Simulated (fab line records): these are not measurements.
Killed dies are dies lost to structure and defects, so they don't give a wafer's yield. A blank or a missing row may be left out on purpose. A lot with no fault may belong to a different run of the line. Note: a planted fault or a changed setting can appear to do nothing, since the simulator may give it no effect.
Chamber matching / flow gf180mcu / 4 sister chambers for GF_V4_CMP_04 on cmp-02
The step polishes SiO2. 18 wafers are shown with their chamber, then 9 later ones without.

== WAFERS WITH THEIR CHAMBER ==
wafer=L178.3; chamber=3; motor-current-A (A)=12.2; time-to-endpoint-s (s)=82
wafer=L178.4; chamber=2; motor-current-A (A)=11.8; time-to-endpoint-s (s)=90
wafer=L178.6; chamber=3; motor-current-A (A)=12.9; time-to-endpoint-s (s)=94
wafer=L179.2; chamber=2; motor-current-A (A)=12.3; time-to-endpoint-s (s)=77
wafer=L179.4; chamber=0; motor-current-A (A)=11.0; time-to-endpoint-s (s)=79
wafer=L179.5; chamber=3; motor-current-A (A)=12.8; time-to-endpoint-s (s)=80
wafer=L186.2; chamber=1; motor-current-A (A)=12.6; time-to-endpoint-s (s)=71
wafer=L186.5; chamber=1; motor-current-A (A)=12.1; time-to-endpoint-s (s)=94
wafer=L186.6; chamber=0; motor-current-A (A)=11.2; time-to-endpoint-s (s)=76
wafer=L193.1; chamber=1; motor-current-A (A)=12.3; time-to-endpoint-s (s)=73
wafer=L193.4; chamber=0; motor-current-A (A)=11.5; time-to-endpoint-s (s)=74
wafer=L193.6; chamber=3; motor-current-A (A)=12.4; time-to-endpoint-s (s)=83
wafer=L195.1; chamber=1; motor-current-A (A)=12.6; time-to-endpoint-s (s)=70
wafer=L195.2; chamber=3; motor-current-A (A)=11.9; time-to-endpoint-s (s)=79
wafer=L195.5; chamber=0; motor-current-A (A)=11.7; time-to-endpoint-s (s)=78
wafer=L198.3; chamber=1; motor-current-A (A)=11.6; time-to-endpoint-s (s)=72
wafer=L198.4; chamber=2; motor-current-A (A)=12.2; time-to-endpoint-s (s)=81
wafer=L198.5; chamber=3; motor-current-A (A)=12.4; time-to-endpoint-s (s)=91

SIGNATURES (means of the wafers above)
reading=motor-current-A; chamber 0=11.350; chamber 1=12.240; chamber 2=12.100; chamber 3=12.433; scatter within a chamber=0.36
reading=time-to-endpoint-s; chamber 0=76.75; chamber 1=76.00; chamber 2=82.67; chamber 3=84.83; scatter within a chamber=7.09
Rule: a wafer's distance from a chamber is the root of the sum, over the readings, of the square of ((its reading less the chamber's mean) divided by the reading's scatter). The wafer belongs to the nearest chamber; if the next one is less than 2 further off, it can't be placed. The scatter is the square root of a quotient: the sum, over the shown wafers, of each reading's squared deviation from its chamber's mean, divided by wafers minus chambers.

== WAFERS MISSING THEIR CHAMBER ==
wafer=L199.1; motor-current-A (A)=12.7; time-to-endpoint-s (s)=76
wafer=L199.2; motor-current-A (A)=12.9; time-to-endpoint-s (s)=82
wafer=L199.6; motor-current-A (A)=10.8; time-to-endpoint-s (s)=77
wafer=L200.1; motor-current-A (A)=12.5; time-to-endpoint-s (s)=80
wafer=L200.5; motor-current-A (A)=11.3; time-to-endpoint-s (s)=87
wafer=L200.6; motor-current-A (A)=13.1; time-to-endpoint-s (s)=86
wafer=L201.3; motor-current-A (A)=12.5; time-to-endpoint-s (s)=82
wafer=L201.4; motor-current-A (A)=11.3; time-to-endpoint-s (s)=88
wafer=L201.6; motor-current-A (A)=11.2; time-to-endpoint-s (s)=81

== EACH ONE'S CHAMBER ==
wafer=L199.1; from the rows above=can't be placed: 1 or 3 or 2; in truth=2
wafer=L199.2; from the rows above=can't be placed: 3 or 1 or 2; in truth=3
wafer=L199.6; from the rows above=0; in truth=0
wafer=L200.1; from the rows above=can't be placed: 3 or 1 or 2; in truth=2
wafer=L200.5; from the rows above=can't be placed: 0 or 2 or 1 or 3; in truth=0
wafer=L200.6; from the rows above=can't be placed: 3 or 1 or 2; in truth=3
wafer=L201.3; from the rows above=can't be placed: 3 or 1 or 2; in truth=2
wafer=L201.4; from the rows above=can't be placed: 0 or 2 or 1 or 3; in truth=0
wafer=L201.6; from the rows above=can't be placed: 0 or 2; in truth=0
Correct placement for 1 of the 9. Not placeable from these rows: 8 (in 8, the candidates include the true chamber). 0 placed wrongly.
